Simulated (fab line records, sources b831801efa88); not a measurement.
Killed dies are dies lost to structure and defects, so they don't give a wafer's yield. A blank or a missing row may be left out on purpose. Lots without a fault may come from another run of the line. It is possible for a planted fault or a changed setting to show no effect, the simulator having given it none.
fab line records	flow sfqLine
[record] lots = 14	wafers = 42	lastDay = 86
route steps=325 shown M0@30 I0@56 I2@114 I3@135
lots with no fault: from the same line, run without faults
startH: start of the lot's first displayed wafer, in hours after the record's first day	waitH: hours since the lot's step before	" same as the row above	L1.1+2: several wafers, shown together as one row	- no value present, or no start provided	* or withheld: withheld	< > ~ a bound
route shown NAME@n: names a module that has steps shown in the file, with the first one's number in the route	usual: mean/standard deviation of fault-free wafers	same: alike in all rows	chamber/n: place in a boat	sites: the reading at each site	_std_site: standard deviation across them	_edge_site: the outer-site mean with the inner-site mean subtracted	radiusMm: for every site, how far away it sits from the centre of the wafer	mask NAME#n: copy n	behind: tool/chamber where the wafer was last shaped	hold: why the lot was held/for how many hours/how that ended	device: the transistor (n, p or np) that didn't switch	end of line: at the end of the route, the tests of the same wafers	where a step has no rows: the recipe by itself	killed: dies that structure and defects cost at the first sort, which is not the same as the wafer's yield	map: a wafer's dies, marking killed ones x, the rest . and places with no die _
set.NAME: the setting that was run; set.NAME@STEP: the one run at that earlier step	model.NAME: the simulator's own value behind a step, which no gauge read
route steps across a sampled set of lots; one table per step, one row per wafer
services: a tool's chamber out of use, with start hour (startH, from the record's first day; less than 0 if before it), hours out, and reason
[[steps]]
[step SFQ_M0_RS_MEAS_904]
[recipe] thkMeasGauge = four-point-probe	reads = Nb_of_TRILAYER_M0_DEP_SPUTTER_019
[usual] M0_NB_RS = 0.896/0.0085
lot.wafer	tool	chamber	startH	waitH	M0_NB_RS[ohm/sq]
L585.2	filmMetro-03	-	123.15	0.1	0.896
L585.4	"	-	"	"	0.894
L585.5	"	-	"	"	0.892
L586.3	filmMetro-02	-	133.32	0.1	0.899
L586.4	"	-	"	"	0.897
L586.6	"	-	"	"	0.900
L587.3	filmMetro-03	-	143.80	0.1	0.897
L587.5	"	-	"	"	0.906
L587.6	"	-	"	"	0.914
L589.2	filmMetro-03	-	161.78	0.1	0.901
L589.3	"	-	"	"	0.897
L589.4	"	-	"	"	0.898
L591.1	filmMetro-02	-	185.13	0.0	0.877
L591.2	"	-	"	"	0.887
L591.6	"	-	"	"	0.878
L593.1	filmMetro-03	-	206.73	0.0	0.888
L593.3	"	-	"	"	0.897
L593.4	"	-	"	"	0.890
L597.1	filmMetro-02	-	252.09	0.0	0.895
L597.4	"	-	"	"	0.893
L597.6	"	-	"	"	0.896
L598.2	filmMetro-02	-	253.31	0.1	0.882
L598.3	"	-	"	"	0.891
L598.6	"	-	"	"	0.877
L599.2	filmMetro-04	-	254.51	0.1	0.892
L599.4	"	-	"	"	0.889
L599.5	"	-	"	"	0.887
L600.2	filmMetro-02	-	256.91	0.1	0.910
L600.3	"	-	"	"	0.909
L600.6	"	-	"	"	0.915
L604.2	filmMetro-03	-	261.71	0.1	0.893
L604.5	"	-	"	"	0.892
L604.6	"	-	"	"	0.888
L606.1	filmMetro-04	-	264.23	0.0	0.898
L606.3	"	-	"	"	0.897
L606.4	"	-	"	"	0.897
L607.3	filmMetro-04	-	265.33	0.1	0.898
L607.5	"	-	"	"	0.890
L607.6	"	-	"	"	0.899
L608.4	filmMetro-03	-	266.55	0.1	0.889
L608.5	"	-	"	"	0.893
L608.6	"	-	"	"	0.887
[step SFQ_TRILAYER_I0_VIA_STRIP_STRIP_035]
[recipe] gas = O2	powerW = 200	platenTempC = 40	overashFraction = 0.65	chemistry = O2	pressureMtorr = 50
[usual] drypumpMotorCurrentA = 5.7/0.63	oesProductAu = 1.000/0.0066
lot.wafer	tool	chamber	startH	waitH	drypumpMotorCurrentA	oesProductAu	rfHoursCounterH
L585.2	rieMetal-04	1	227.06	-	5.8	0.997	23
L585.4	"	1	"	"	5.8	0.989	-
L585.5	"	0	"	"	4.8	0.999	-
L586.3	rieMetal-04	1	240.19	-	5.7	1.004	-
L586.4	"	0	"	"	4.8	1.004	-
L586.6	"	0	"	"	4.8	0.999	-
L587.3	rieMetal-03	1	356.98	-	6.1	0.994	-
L587.5	"	1	"	"	6.1	0.995	-
L587.6	"	0	"	"	6.7	1.003	-
L589.2	rieMetal-04	1	386.33	-	5.8	1.005	47
L589.3	"	1	"	"	5.8	1.007	-
L589.4	"	0	"	"	4.8	1.006	-
L591.1	rieMetal-04	1	405.53	-	5.8	0.996	51
L591.2	"	0	"	"	4.8	0.995	56
L591.6	"	0	"	"	4.8	0.993	-
L593.1	rieMetal-03	0	428.33	-	6.6	0.992	148
L593.3	"	0	"	"	6.6	0.998	-
L593.4	"	1	"	"	6.1	1.000	-
L597.1	rieMetal-03	0	476.13	-	6.6	1.010	157
L597.4	"	0	"	"	6.6	1.003	-
L597.6	"	1	"	"	6.1	1.000	-
L598.2	rieMetal-01	1	484.53	-	6.2	0.996	52
L598.3	"	1	"	"	6.2	1.009	-
L598.6	"	0	"	"	5.3	1.002	-
L599.2	rieMetal-03	1	490.53	-	6.1	0.996	3
L599.4	"	1	"	"	6.1	0.993	-
L599.5	"	0	"	"	6.6	1.001	-
L600.2	rieMetal-04	1	494.13	-	5.8	1.002	63
L600.3	"	0	"	"	4.8	0.998	-
L600.6	"	0	"	"	4.8	1.005	-
L604.2	rieMetal-01	0	504.93	-	5.3	0.998	105
L604.5	"	1	"	"	6.2	1.015	-
L604.6	"	0	"	"	5.3	0.998	-
L606.1	rieMetal-01	1	513.33	-	6.2	1.011	55
L606.3	"	0	"	"	5.3	1.011	-
L606.4	"	1	"	"	6.2	1.008	-
L607.3	rieMetal-04	0	514.73	-	4.8	1.005	-
L607.5	"	1	"	"	5.8	1.002	-
L607.6	"	0	"	"	4.8	0.999	-
L608.4	rieMetal-03	0	517.25	-	6.6	0.998	-
L608.5	"	0	"	"	6.6	0.995	-
L608.6	"	1	"	"	6.1	0.990	-
[step SFQ_TRILAYER_I2_VIA_BARC_OPEN_VIA_ETCH_096]
[recipe] maskMaterial = PR	chemistry = O2	targetDepthNm = 125	target = BARC	sourceW = 486.2	biasW = 80	pressureMtorr = 30	timeS = 41.7
[usual] biasW = 80.02/0.26	chamberPressureMTorr = 30.00/0.03	drypumpMotorCurrentA = 5.9/0.47	oesProductAu = 0.685/0.0044
lot.wafer	tool	chamber	startH	waitH	biasW	chamberPressureMTorr	drypumpMotorCurrentA	oesProductAu	rfHoursCounterH
L585.2	rieDiel-02	0	472.37	0.0	80.10	29.97	5.9	0.691	49
L585.4	"	2	"	"	80.02	29.95	5.0	0.689	59
L585.5	"	0	"	"	80.25	30.02	5.9	0.687	-
L586.3	rieDiel-03	1	478.37	0.0	80.15	30.02	6.2	0.687	1
L586.4	"	2	"	"	79.97	29.95	5.8	0.680	20
L586.6	"	0	"	"	80.13	30.00	6.1	0.685	-
L587.3	rieDiel-03	2	605.70	0.0	80.13	30.01	5.8	0.685	21
L587.5	"	2	"	"	80.12	30.03	5.8	0.686	-
L587.6	"	1	"	"	79.71	29.99	6.2	0.692	-
L589.2	rieDiel-02	1	697.42	0.0	79.95	29.96	6.4	0.682	5
L589.3	"	2	"	"	79.99	30.01	5.0	0.684	62
L589.4	"	2	"	"	79.94	29.96	5.0	0.685	-
L591.1	rieDiel-03	3	724.31	0.0	79.73	30.00	6.3	0.679	1
L591.2	"	1	"	"	79.78	30.01	6.2	0.682	4
L591.6	"	3	"	"	79.53	29.97	6.4	0.688	-
L593.1	rieDiel-01	1	893.60	0.0	80.37	30.02	6.3	0.686	9
L593.3	"	0	"	"	79.65	30.02	6.7	0.696	1
L593.4	"	2	"	"	80.11	30.01	5.5	0.683	1
L597.1	rieDiel-02	2	960.40	0.0	79.90	29.99	5.0	0.677	5
L597.4	"	1	"	"	80.27	30.00	6.4	0.684	10
L597.6	"	0	"	"	80.21	35.96	5.9	0.681	-
L598.2	rieDiel-03	3	965.20	0.0	79.90	29.99	6.3	0.695	5
L598.3	"	1	"	"	80.43	30.00	6.2	0.684	9
L598.6	"	0	"	"	79.91	30.02	6.1	0.685	-
L599.2	rieDiel-01	1	967.60	0.0	80.22	29.96	6.3	0.684	10
L599.4	"	0	"	"	80.47	30.03	6.8	0.680	3
L599.5	"	2	"	"	80.03	29.98	5.5	0.681	-
L600.2	rieDiel-02	1	970.00	0.0	79.95	30.03	6.4	0.680	10
L600.3	"	2	"	"	80.42	29.95	5.0	0.686	5
L600.6	"	0	"	"	79.98	36.02	5.9	0.682	-
L604.2	rieDiel-02	2	1104.15	0.0	80.25	30.03	5.0	0.680	6
L604.5	"	0	"	"	80.38	30.01	5.9	0.684	-
L604.6	"	3	"	"	80.41	30.01	5.6	0.691	-
L606.1	rieDiel-02	2	1110.15	0.0	79.72	30.04	5.0	0.674	6
L606.3	"	0	"	"	80.59	30.04	5.9	0.688	5
L606.4	"	3	"	"	80.27	29.96	5.6	0.686	16
L607.3	rieDiel-01	3	1112.55	0.0	80.16	30.01	5.8	0.678	9
L607.5	"	3	"	"	80.17	30.00	5.8	0.685	-
L607.6	"	0	"	"	79.94	29.98	6.7	0.691	-
L608.4	rieDiel-01	0	1117.35	0.0	80.33	30.01	6.8	0.682	5
L608.5	"	3	"	"	80.15	30.01	5.8	0.680	-
L608.6	"	0	"	"	79.56	29.98	6.8	0.687	-
[step SFQ_I3_BOW_MEAS_922]
[recipe] mode = bow
[usual] I3_BOW = 0/9.2
lot.wafer	tool	chamber	startH	waitH	I3_BOW[um]
L585.2	filmMetro-04	-	641.40	2.5	9
L585.4	"	-	"	"	13
L585.5	"	-	"	"	2
L586.3	filmMetro-01	-	651.02	2.5	-1
L586.4	"	-	"	"	-17
L586.6	"	-	"	"	-7
L587.3	filmMetro-01	-	763.72	1.0	-4
L587.5	"	-	"	"	4
L587.6	"	-	"	"	0
L589.2	filmMetro-03	-	854.29	1.5	-4
L589.3	"	-	"	"	7
L589.4	"	-	"	"	-5
L591.1	filmMetro-04	-	872.50	1.0	-14
L591.2	"	-	"	"	-15
L591.6	"	-	"	"	-11
L593.1	filmMetro-01	-	915.97	1.5	-1
L593.3	"	-	"	"	18
L593.4	"	-	"	"	18
L597.1	filmMetro-04	-	982.03	1.0	0
L597.4	"	-	"	"	7
L597.6	"	-	"	"	3
L598.2	filmMetro-03	-	1116.52	1.0	-12
L598.3	"	-	"	"	-12
L598.6	"	-	"	"	-2
L599.2	filmMetro-04	-	1119.52	2.5	15
L599.4	"	-	"	"	1
L599.5	"	-	"	"	-3
L600.2	filmMetro-04	-	1122.52	1.5	21
L600.3	"	-	"	"	20
L600.6	"	-	"	"	16
L604.2	filmMetro-04	-	1132.21	1.0	-9
L604.5	"	-	"	"	6
L604.6	"	-	"	"	-9
L606.1	filmMetro-03	-	1138.19	1.0	0
L606.3	"	-	"	"	-4
L606.4	"	-	"	"	3
L607.3	filmMetro-04	-	1140.03	1.0	24
L607.5	"	-	"	"	10
L607.6	"	-	"	"	-2
L608.4	filmMetro-04	-	1143.05	1.6	-2
L608.5	"	-	"	"	2
L608.6	"	-	"	"	4
[[services]]
tool	chamber	startH	hours	kind
rieDiel-01	2	218.06	23.0	repair
rieMetal-04	-	230.58	2.8	pm
rieDiel-03	0	239.25	5.5	repair
rieMetal-03	-	266.90	0.7	repair
rieMetal-04	-	269.96	1.2	repair
rieDiel-02	-	309.76	0.8	repair
rieDiel-02	1	315.85	5.1	repair
rieDiel-02	-	368.94	2.8	pm
rieMetal-03	-	371.88	14.6	pm
rieMetal-03	-	431.72	1.2	repair
rieMetal-04	1	568.46	8.6	repair
rieMetal-03	-	574.20	1.4	repair
rieMetal-03	-	604.96	0.3	repair
rieDiel-02	0	667.67	6.0	repair
rieDiel-02	0	691.85	9.1	repair
rieMetal-04	-	728.46	28.1	pm
rieDiel-02	2	740.42	8.1	repair
rieMetal-03	0	863.06	8.7	repair
rieMetal-03	1	864.56	7.5	repair
rieMetal-04	-	887.27	1.4	pm
rieMetal-03	1	893.49	1.3	repair
rieMetal-03	-	981.79	0.2	repair
rieMetal-04	1	1065.07	4.1	repair
rieMetal-03	-	1085.31	15.8	repair
[[key]]
[firstSign] step = SFQ_TRILAYER_I2_VIA_BARC_OPEN_VIA_ETCH_096	reading = chamberPressureMTorr	direction = up	sigmas = 99+	usual = 30.00	struck = 35.99
effect none on later readings
metAt SFQ_TRILAYER_I2_VIA_BARC_OPEN_VIA_ETCH_096
struckLots L597,L600
struckWafers L597.6,L600.6
notActingAt SFQ_M0_RS_MEAS_904,SFQ_TRILAYER_I0_VIA_STRIP_STRIP_035,SFQ_I3_BOW_MEAS_922
onsetBetween 472.37 960.40
[fault] kind = processParameterDrift	tool = rieDiel-02	chamber = 0	onsetH = 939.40	steps = SFQ_TRILAYER_I2_VIA_BARC_OPEN_VIA_ETCH_096	channel = pressureMtorr	offset = 6	shape = step	endH = 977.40	actsIn = theseRecipesOnly	stated = 30
